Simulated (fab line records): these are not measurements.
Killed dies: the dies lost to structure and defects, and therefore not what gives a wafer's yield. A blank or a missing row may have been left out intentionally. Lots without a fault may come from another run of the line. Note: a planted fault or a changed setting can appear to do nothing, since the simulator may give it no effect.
fab line records | flow sky130
record: lots: 5 wafers: 15 last_day: 50
route steps=708 shown NWELL@82 PWDE@84 VT_ADJUST_HVTP@85
lots that met no fault: from a run of the same line without faults
start_h: the number of hours between the record's first day and the start of the first shown wafer of the lot | wait_h: time in hours since the lot's previous step | " identical to the entry in the row above | L1.1+2: several wafers, shown together as one row | - value missing, or start not given | * or withheld: withheld | < > ~ a bound
route shown NAME@n: a module of which the file shows steps, and the number in the route of the first | usual: mean/standard deviation of fault-free wafers | same: alike in all rows | chamber/n: place in a boat | sites: readings site by site | _std_site: their standard deviation | _edge_site: the outer-site mean with the inner-site mean subtracted | radius_mm: for every site, how far away it sits from the centre of the wafer | mask NAME#n: copy n | behind: tool/chamber where the wafer was last shaped | hold: why the lot went on hold/how many hours it stayed there/how the hold came to an end | device: the n, p or np transistor that did not switch | end of line: the same wafers' tests at the end of the route | a step with no rows: only its recipe | killed: count of dies lost to structure and defects at first sort (not the wafer's yield) | map: dies across one wafer; x = killed, . = not, _ = none there
set.NAME: the setting the step ran with; set.NAME@STEP: the setting that earlier step ran with | model.NAME: the simulator's own value behind a step, which no gauge read
lots seen at some steps along the route; tables by step, rows by wafer
services: from which hour (start_h, from the record's first day; less than 0 if before it) a tool's chamber was out of use, for how many hours, and why
== steps ==
step: SKY_NWELL_RS_MEAS_29
recipe: thk_meas_gauge: four-point-probe
usual: NWELL_RS: 624.6/1.5
columns lot.wafer tool chamber start_h wait_h NWELL_RS[ohm/sq]
L076.3 film_metro-02 - 114.11 0.1 625.3
L076.4 " - " " 626.0
L076.6 " - " " 624.1
L078.3 film_metro-04 - 128.11 0.1 624.4
L078.4 " - " " 623.2
L078.6 " - " " 624.6
L086.1 film_metro-04 - 178.03 0.1 625.2
L086.2 " - " " 625.5
L086.5 " - " " 625.5
L089.1 film_metro-01 - 205.23 0.1 625.6
L089.2 " - " " 625.0
L089.3 " - " " 625.9
L097.1 film_metro-04 - 243.78 0.1 627.6
L097.3 " - " " 625.9
L097.4 " - " " 627.3
step: SKY_NWELL_RS_MEAS_31
recipe: thk_meas_gauge: four-point-probe
usual: PWDE_RS: 5278/16
columns lot.wafer tool chamber start_h wait_h PWDE_RS[ohm/sq]
L076.3 film_metro-02 - 114.35 0.1 5261
L076.4 " - " " 5275
L076.6 " - " " 5277
L078.3 film_metro-04 - 128.35 0.1 5301
L078.4 " - " " 5310
L078.6 " - " " 5311
L086.1 film_metro-04 - 178.27 0.1 5277
L086.2 " - " " 5280
L086.5 " - " " 5274
L089.1 film_metro-01 - 205.47 0.1 5252
L089.2 " - " " 5271
L089.3 " - " " 5259
L097.1 film_metro-04 - 244.02 0.1 5281
L097.3 " - " " 5291
L097.4 " - " " 5293
step: SKY_VT_ADJUST_HVTP_DEHYDRATE_00
recipe: temp_c: 200 time_s: 60
columns lot.wafer tool chamber start_h wait_h
L076.3+4+6 litho_track-04 0 122.24 7.9
L078.3+4+6 litho_track-01 0 138.06 9.7
L086.1+2+5 litho_track-04 0 188.34 10.0
L089.1+2+3 litho_track-01 0 215.90 10.4
L097.1+3+4 litho_track-01 0 255.35 11.3
step: SKY_VT_ADJUST_HVTP_HMDS_01
recipe: prime_time_s: 60 prime_temp_c: 120
columns lot.wafer tool chamber start_h wait_h
L076.3+4+6 litho_track-04 0 122.39 0.1
L078.3+4+6 litho_track-01 0 138.21 0.1
L086.1+2+5 litho_track-04 0 188.49 0.1
L089.1+2+3 litho_track-01 0 216.05 0.1
L097.1+3+4 litho_track-01 0 255.50 0.1
step: SKY_VT_ADJUST_HVTP_COAT_02
recipe: resist: NOVOLAK spin_rpm: 3000 resist_thk_nm: 1140
usual: spin_speed_rpm: 3000.1/2.3
columns lot.wafer tool chamber start_h wait_h spin_speed_rpm
L076.3 litho_track-04 0 122.54 0.1 3002.4
L076.4 " 0 " " 2999.0
L076.6 " 0 " " 2996.8
L078.3 litho_track-01 0 138.36 0.1 2998.4
L078.4 " 0 " " 3001.4
L078.6 " 0 " " 3002.0
L086.1 litho_track-04 0 188.64 0.1 2999.6
L086.2 " 0 " " 2999.2
L086.5 " 0 " " 2998.4
L089.1 litho_track-01 0 216.20 0.1 2996.4
L089.2 " 0 " " 3000.5
L089.3 " 0 " " 2997.4
L097.1 litho_track-01 0 255.65 0.1 3005.5
L097.3 " 0 " " 3003.7
L097.4 " 0 " " 3001.0
step: SKY_VT_ADJUST_HVTP_SOFTBAKE_03
recipe: temp_c: 90 time_s: 60 resist: NOVOLAK
columns lot.wafer tool chamber start_h wait_h
L076.3+4+6 litho_track-04 0 122.69 0.1
L078.3+4+6 litho_track-01 0 138.51 0.1
L086.1+2+5 litho_track-04 0 188.79 0.1
L089.1+2+3 litho_track-01 0 216.35 0.1
L097.1+3+4 litho_track-01 0 255.80 0.1
step: SKY_VT_ADJUST_HVTP_EXPOSE_04
recipe: mask_id: HVTPM na: 0.6 source_shape: conventional sigma_outer: 0.6 polarization: unpolarized target_cd_nm: 380 dose_mj: 140
usual: exposure_dose_mJ_cm2: 139.95/0.13
columns lot.wafer tool chamber start_h wait_h mask exposure_dose_mJ_cm2
L076.3 iline_stepper-01 0 - - HVTPM#0 139.93
L076.4 " 0 " " HVTPM#0 139.82
L076.6 " 0 " " HVTPM#0 140.02
L078.3 iline_stepper-01 0 - - HVTPM#0 139.99
L078.4 " 0 " " HVTPM#0 140.06
L078.6 " 0 " " HVTPM#0 140.06
L086.1 iline_stepper-01 0 - - HVTPM#0 139.87
L086.2 " 0 " " HVTPM#0 139.94
L086.5 " 0 " " HVTPM#0 139.97
L089.1 iline_stepper-01 0 - - HVTPM#0 139.82
L089.2 " 0 " " HVTPM#0 139.88
L089.3 " 0 " " HVTPM#0 139.84
L097.1 iline_stepper-01 0 - - HVTPM#0 140.18
L097.3 " 0 " " HVTPM#0 139.93
L097.4 " 0 " " HVTPM#0 140.04
step: SKY_VT_ADJUST_HVTP_PEB_05
recipe: temp_c: withheld time_s: * resist: NOVOLAK
columns lot.wafer tool chamber start_h wait_h
L076.3+4+6 litho_track-04 0 - -
L078.3+4+6 litho_track-04 0 - -
L086.1+2+5 litho_track-04 0 - -
L089.1+2+3 litho_track-01 0 - -
L097.1+3+4 litho_track-02 0 - -
== services ==
columns tool chamber start_h hours kind
iline_stepper-01 - 101.93 1.7 pm
iline_stepper-01 0 117.05 - calibration
iline_stepper-01 - 263.81 7.5 repair
== key ==
fault none
